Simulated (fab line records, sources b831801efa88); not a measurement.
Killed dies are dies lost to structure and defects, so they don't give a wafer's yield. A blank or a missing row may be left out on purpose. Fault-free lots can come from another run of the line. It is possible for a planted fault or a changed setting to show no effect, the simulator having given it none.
Check for tools in common + flow gf180mcu + 39 wafers sampled across 13 lots

## WHAT PROMPTED THE OPENING
Of 13 lots, 1 have the reading HV_LDD_2_TW flagged at GF_HV_LDD_TW_MEAS_23. Wafers without a fault read 1054, standard deviation 11.
Rule: flag the lot when none of its wafers has a number, or when each of its wafers that has one lies beyond 4 standard deviations from that mean. The other lots count as sound.

| lot  | measured     | on            | HV_LDD_2_TW, wafer by wafer | flag    |
|------|--------------|---------------|-----------------------------|---------|
| L746 | day 11 01:37 | film-metro-04 | 1064 1059 1061              |         |
| L747 | day 11 02:27 | film-metro-02 | 1056 1054 1058              |         |
| L748 | day 12 00:25 | film-metro-02 | 1051 1046 1055              |         |
| L750 | day 12 01:05 | film-metro-04 | 1068 1068 1066              |         |
| L751 | day 12 17:09 | film-metro-02 | 1057 1044 1053              |         |
| L752 | day 12 17:47 | film-metro-04 | 1074 1073 1072              |         |
| L756 | day 13 19:41 | film-metro-01 | 1043 1043 1046              |         |
| L757 | day 14 07:10 | film-metro-04 | 1057 1061 1060              |         |
| L758 | day 14 11:31 | film-metro-04 | 30 30 30                    | FLAGGED |
| L763 | day 16 01:44 | film-metro-04 | 1066 1064 1064              |         |
| L765 | day 16 18:17 | film-metro-04 | 1064 1067 1064              |         |
| L768 | day 17 18:21 | film-metro-04 | 1051 1055 1056              |         |
| L769 | day 18 03:59 | film-metro-02 | 1053 1053 1046              |         |
The numbers of the flagged lots are 30 on average: -1024 against the usual, or -93 standard deviations.

## EACH LOT AND THE TOOL IT RAN ON
The record keeps 1 process step preceding the reading, out of 602 steps on the route. Each cell gives the tool, then ch followed by the chambers the sampled wafers passed through, then the start.
| lot  | flag    | GF_HV_LDD_EXPOSE_16                 |
|------|---------|-------------------------------------|
| L746 |         | iline-stepper-02 ch 0, day 10 16:31 |
| L747 |         | iline-stepper-01 ch 0, day 10 17:04 |
| L748 |         | iline-stepper-02 ch 0, day 11 14:53 |
| L750 |         | iline-stepper-02 ch 0, day 11 15:30 |
| L751 |         | iline-stepper-02 ch 0, day 12 07:05 |
| L752 |         | iline-stepper-01 ch 0, day 12 07:38 |
| L756 |         | iline-stepper-01 ch 0, day 13 09:28 |
| L757 |         | iline-stepper-02 ch 0, day 13 20:44 |
| L758 | FLAGGED | iline-stepper-02 ch 0, day 14 00:37 |
| L763 |         | iline-stepper-02 ch 0, day 15 14:44 |
| L765 |         | iline-stepper-02 ch 0, day 16 07:01 |
| L768 |         | iline-stepper-02 ch 0, day 17 06:22 |
| L769 |         | iline-stepper-01 ch 0, day 17 15:31 |
What the steps here do:
- GF_HV_LDD_EXPOSE_16: exposes mask Pplus LV AREA, target cd 400 nm.
- GF_HV_LDD_TW_MEAS_23

## FLAGGED OVER TOTAL, TOOL BY TOOL (the gauges that took the reading come last)
| step                 | tool             | lots run | flagged | share of the flagged lots | sound lots run after its first flagged lot |
|----------------------|------------------|----------|---------|---------------------------|--------------------------------------------|
| GF_HV_LDD_EXPOSE_16  | iline-stepper-01 | 4        | 0       | none                      | -                                          |
| GF_HV_LDD_EXPOSE_16  | iline-stepper-02 | 9        | 1       | all                       | 3 (L763,L765,L768)                         |
| GF_HV_LDD_TW_MEAS_23 | film-metro-01    | 1        | 0       | none                      | -                                          |
| GF_HV_LDD_TW_MEAS_23 | film-metro-02    | 4        | 0       | none                      | -                                          |
| GF_HV_LDD_TW_MEAS_23 | film-metro-04    | 8        | 1       | all                       | 3 (L763,L765,L768)                         |

## WHAT IS ALLOWED BY THE TABLE
2 rows of the table ran every flagged lot: iline-stepper-02 at GF_HV_LDD_EXPOSE_16, film-metro-04 at GF_HV_LDD_TW_MEAS_23.
- iline-stepper-02 at GF_HV_LDD_EXPOSE_16 ran 9 lots, 1 of them flagged. After the first flagged lot (L763, L765, L768), sound lots still ran on it; a lasting fault on the whole tool would not permit that.
- film-metro-04 at GF_HV_LDD_TW_MEAS_23 ran 8 lots, 1 of them flagged. After the first flagged lot (L763, L765, L768), sound lots still ran on it; a lasting fault on the whole tool would not permit that.
Every row of the table either missed a flagged lot or ran a sound lot after the first.

## WHAT THE SIMULATOR HAD PUT IN
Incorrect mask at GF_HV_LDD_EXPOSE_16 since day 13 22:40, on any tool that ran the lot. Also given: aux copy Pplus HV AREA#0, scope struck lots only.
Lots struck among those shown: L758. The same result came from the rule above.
